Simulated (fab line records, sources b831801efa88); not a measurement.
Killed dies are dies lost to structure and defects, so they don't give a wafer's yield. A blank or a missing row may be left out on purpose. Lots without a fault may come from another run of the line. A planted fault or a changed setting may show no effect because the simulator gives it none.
fab line records | flow sky130 | part 2 of 2: steps 27 to 38 of 38
record lots=5 wafers=15 last_day=49
route steps=708 shown LDD_P@266 LDD_HVN@267 LDD_HVP@278 LDD_LDN@289
lots that met no fault: from a run of the same line without faults
start_h: hours from the record's first day to the start of the lot's first wafer shown | wait_h: hours since the lot's step before | " the same as in the row above | L1.1+2: a row that stands for several wafers | - no value, or no start given | * or withheld: withheld | < > ~ a bound
route shown NAME@n: a module of which the file shows steps, and the number in the route of the first | usual: mean/standard deviation of fault-free wafers | same: alike in all rows | chamber/n: place in a boat | sites: the reading at each site | _std_site: their standard deviation | _edge_site: outer sites' mean less inner sites' | radius_mm: how far each site lies from the wafer's centre | mask NAME#n: copy n | behind: the tool/chamber that last shaped the wafer | hold: why the lot was held/for how many hours/how that ended | device: the transistor (n, p or np) that didn't switch | end of line: the same wafers' tests at the end of the route | a step without rows: its recipe alone | killed: dies lost to structure and defects at the first sort, not the wafer's yield | map: a wafer's dies, x killed, . not, _ none there
set.NAME: the setting as run; set.NAME@STEP: as run at that earlier step | model.NAME: the simulator's own value behind a step, which no gauge read
lots at some steps of the route; a table a step, a row a wafer
services: from which hour (start_h, from the record's first day; less than 0 if before it) a tool's chamber was out of use, for how many hours, and why
## steps
# step SKY_LDD_LDN_SOFTBAKE_03
# recipe temp_c=90 time_s=60 resist=NOVOLAK
# usual exhaust_pa=44.8/0.86
# columns lot.wafer tool chamber start_h wait_h exhaust_pa
L074.3 litho_track-03 0 509.92 0.1 44.8
L074.4 " 0 " " 42.8
L074.6 " 0 " " 43.0
L081.1 litho_track-02 0 582.54 0.1 44.2
L081.4 " 0 " " 44.9
L081.6 " 0 " " 43.7
L088.2 litho_track-03 0 644.64 0.1 44.6
L088.4 " 0 " " 45.6
L088.5 " 0 " " 46.5
L089.1 litho_track-03 0 645.87 0.1 44.4
L089.2 " 0 " " 45.4
L089.3 " 0 " " 45.6
L094.1 litho_track-01 0 684.14 0.1 44.9
L094.5 " 0 " " 45.2
L094.6 " 0 " " 44.9
# step SKY_LDD_LDN_EXPOSE_04
# recipe mask_id=LDNTM na=0.6 source_shape=conventional sigma_outer=0.6 polarization=unpolarized target_cd_nm=700 dose_mj=140
# usual stage_vel_mm_s=500.03/0.29
# columns lot.wafer tool chamber start_h wait_h mask stage_vel_mm_s
L074.3 iline_stepper-01 0 - - LDNTM#0 500.43
L074.4 " 0 " " LDNTM#0 499.97
L074.6 " 0 " " LDNTM#0 499.78
L081.1 iline_stepper-01 0 - - LDNTM#0 499.71
L081.4 " 0 " " LDNTM#0 499.76
L081.6 " 0 " " LDNTM#0 499.87
L088.2 iline_stepper-01 0 - - LDNTM#0 500.44
L088.4 " 0 " " LDNTM#0 500.60
L088.5 " 0 " " LDNTM#0 500.08
L089.1 iline_stepper-02 0 - - LDNTM#0 499.92
L089.2 " 0 " " LDNTM#0 500.03
L089.3 " 0 " " LDNTM#0 499.86
L094.1 iline_stepper-01 0 - - LDNTM#0 500.23
L094.5 " 0 " " LDNTM#0 499.82
L094.6 " 0 " " LDNTM#0 500.19
# step SKY_LDD_LDN_PEB_05
# recipe temp_c=withheld time_s=* resist=NOVOLAK
# usual exhaust_pa=44.8/0.9
# columns lot.wafer tool chamber start_h wait_h exhaust_pa
L074.3 litho_track-03 0 - - 45.3
L074.4 " 0 " " 45.0
L074.6 " 0 " " 45.1
L081.1 litho_track-03 0 - - 45.2
L081.4 " 0 " " 44.6
L081.6 " 0 " " 44.5
L088.2 litho_track-02 0 - - 45.0
L088.4 " 0 " " 44.9
L088.5 " 0 " " 45.2
L089.1 litho_track-01 0 - - 44.1
L089.2 " 0 " " 45.1
L089.3 " 0 " " 45.0
L094.1 litho_track-01 0 - - 43.2
L094.5 " 0 " " 44.5
L094.6 " 0 " " 42.6
# step SKY_LDD_LDN_DEVELOP_06
# recipe resist=NOVOLAK developer=TMAH develop_time_s=60 dev_temp_c=23
# usual exhaust_pa=45.0/0.91
# columns lot.wafer tool chamber start_h wait_h exhaust_pa
L074.3 litho_track-03 0 524.12 0.1 45.8
L074.4 " 0 " " 47.1
L074.6 " 0 " " 45.9
L081.1 litho_track-03 0 597.37 0.1 45.8
L081.4 " 0 " " 45.9
L081.6 " 0 " " 46.2
L088.2 litho_track-02 0 658.57 0.1 44.6
L088.4 " 0 " " 44.9
L088.5 " 0 " " 44.8
L089.1 litho_track-01 0 660.14 0.1 44.8
L089.2 " 0 " " 44.5
L089.3 " 0 " " 45.6
L094.1 litho_track-01 0 696.74 0.1 45.1
L094.5 " 0 " " 45.3
L094.6 " 0 " " 45.1
# step SKY_LDD_LDN_OVL_MEAS_07
# usual LDD_LDN_OVL=0.3/1.5
# columns lot.wafer tool chamber start_h wait_h LDD_LDN_OVL[nm]
L074.3 overlay-01 - 524.23 0.1 3.1
L074.4 " - " " 3.7
L074.6 " - " " 2.1
L081.1 overlay-02 - 597.52 0.1 1.1
L081.4 " - " " 1.0
L081.6 " - " " 0.8
L088.2 overlay-02 - 658.70 0.1 0.2
L088.4 " - " " -0.1
L088.5 " - " " -1.1
L089.1 overlay-02 - 660.29 0.1 -0.7
L089.2 " - " " -1.5
L089.3 " - " " -0.3
L094.1 overlay-01 - 696.89 0.1 -0.1
L094.5 " - " " -0.9
L094.6 " - " " 0.6
# step SKY_LDD_LDN_IMPLANT_08
# recipe species=As energy_kev=15 dose_cm2=1.25e+13 tilt_deg=withheld rotation_deg=23
# columns lot.wafer tool chamber start_h wait_h
L074.3+4+6 implanter-02 0 524.30 0.1
L081.1+4+6 implanter-04 0 597.55 0.0
L088.2+4+5 implanter-04 0 658.75 0.0
L089.1+2+3 implanter-02 0 660.33 0.0
L094.1+5+6 implanter-04 0 696.93 0.0
# step SKY_LDD_LDN_IMPLANT_09
# recipe species=As energy_kev=15 dose_cm2=1.25e+13 tilt_deg=withheld rotation_deg=113
# columns lot.wafer tool chamber start_h wait_h
L074.3+4+6 implanter-02 0 524.45 0.1
L081.1+4+6 implanter-04 0 597.70 0.1
L088.2+4+5 implanter-04 0 658.90 0.1
L089.1+2+3 implanter-02 0 660.48 0.1
L094.1+5+6 implanter-04 0 697.08 0.1
# step SKY_LDD_LDN_IMPLANT_10
# recipe species=As energy_kev=15 dose_cm2=1.25e+13 tilt_deg=withheld rotation_deg=203
# columns lot.wafer tool chamber start_h wait_h
L074.3+4+6 implanter-02 0 524.60 0.1
L081.1+4+6 implanter-04 0 597.85 0.1
L088.2+4+5 implanter-04 0 659.05 0.1
L089.1+2+3 implanter-02 0 660.63 0.1
L094.1+5+6 implanter-04 0 697.23 0.1
# step SKY_LDD_LDN_IMPLANT_11
# recipe species=As energy_kev=15 dose_cm2=1.25e+13 tilt_deg=withheld rotation_deg=293
# columns lot.wafer tool chamber start_h wait_h
L074.3+4+6 implanter-02 0 524.75 0.1
L081.1+4+6 implanter-04 0 598.00 0.1
L088.2+4+5 implanter-04 0 659.20 0.1
L089.1+2+3 implanter-02 0 660.78 0.1
L094.1+5+6 implanter-04 0 697.38 0.1
# step SKY_LDD_LDN_STRIP_12
# recipe chemistry=O2/N2 power_w=1400 pressure_mtorr=1500 platen_temp_c=withheld o2_flow_sccm=3000 n2_flow_sccm=300 overash_fraction=0.5
# usual drypump_motor_current_A=5.7/0.59 oes_product_au=0.715/0.0041 strip_time_to_endpoint_s=14.17/0.046
# columns lot.wafer tool chamber start_h wait_h drypump_motor_current_A oes_product_au rf_hours_counter_h strip_time_to_endpoint_s
L074.3 plasma_asher-02 0 524.89 0.1 5.3 0.712 - 14.14
L074.4 " 1 " " 6.6 0.714 - 14.12
L074.6 " 1 " " 6.6 0.716 - 14.13
L081.1 plasma_asher-01 1 598.15 0.1 6.4 0.713 17 14.11
L081.4 " 1 " " 6.4 0.719 - 14.10
L081.6 " 0 " " 5.6 0.707 - 14.12
L088.2 plasma_asher-02 1 659.33 0.1 6.7 0.708 86 14.14
L088.4 " 0 " " 5.3 0.713 - 14.12
L088.5 " 0 " " 5.3 0.713 - 14.11
L089.1 plasma_asher-03 0 660.93 0.1 5.0 0.710 52 14.28
L089.2 " 1 " " 6.0 0.714 52 14.26
L089.3 " 0 " " 5.0 0.719 - 14.21
L094.1 plasma_asher-01 1 697.53 0.1 6.4 0.716 27 14.21
L094.5 " 1 " " 6.4 0.712 - 14.17
L094.6 " 0 " " 5.6 0.719 - 14.19
# step SKY_LDD_LDN_TW_MEAS_13
# usual LDD_LDN_TW=1482/15
# columns lot.wafer tool chamber start_h wait_h LDD_LDN_TW
L074.3 film_metro-04 - 524.97 0.1 1490
L074.4 " - " " 1483
L074.6 " - " " 1493
L081.1 film_metro-04 - 598.25 0.1 1490
L081.4 " - " " 1491
L081.6 " - " " 1490
L088.2 film_metro-03 - 659.44 0.1 1488
L088.4 " - " " 1487
L088.5 " - " " 1485
L089.1 film_metro-04 - 661.03 0.1 1492
L089.2 " - " " 1491
L089.3 " - " " 1498
L094.1 film_metro-02 - 697.63 0.1 1455
L094.5 " - " " 1468
L094.6 " - " " 1461
# step SKY_LDD_LDN_CLEAN_14
# recipe chemistry=SC1/SC2 mix=1:4:20 temp_c=70 time_s=150 dry=n2_spin
# columns lot.wafer tool chamber start_h wait_h
L074.3+4+6 wet_bench-04 1 525.01 0.0
L081.1+4+6 wet_bench-01 2 598.31 0.1
L088.2+4+5 wet_bench-01 2 659.49 0.0
L089.1+2+3 wet_bench-01 3 661.09 0.1
L094.1+5+6 wet_bench-04 3 697.69 0.1
## services
# columns tool chamber start_h hours kind
implanter-04 - 438.63 5.7 pm
implanter-01 - 451.82 1.8 repair
implanter-01 - 454.15 1.4 repair
wet_bench-01 - 464.33 1.9 pm
implanter-02 - 466.14 0.8 repair
iline_stepper-02 - 474.27 4.8 repair
implanter-04 - 481.34 3.3 repair
implanter-02 - 482.13 6.9 repair
iline_stepper-02 - 497.55 1.7 pm
plasma_asher-02 - 506.65 0.4 repair
implanter-03 - 507.72 2.3 repair
iline_stepper-01 - 513.02 4.8 repair
implanter-03 - 577.79 1.5 repair
implanter-04 - 587.13 5.2 repair
iline_stepper-01 - 597.12 1.7 pm
iline_stepper-01 - 599.51 21.6 repair
plasma_asher-02 - 610.81 5.7 repair
implanter-03 - 626.29 4.3 pm
implanter-04 - 635.84 19.0 pm
implanter-03 - 638.68 2.1 repair
plasma_asher-04 - 646.20 2.3 repair
plasma_asher-02 - 658.28 0.7 repair
implanter-03 - 661.01 4.5 repair
iline_stepper-02 - 671.05 27.7 repair
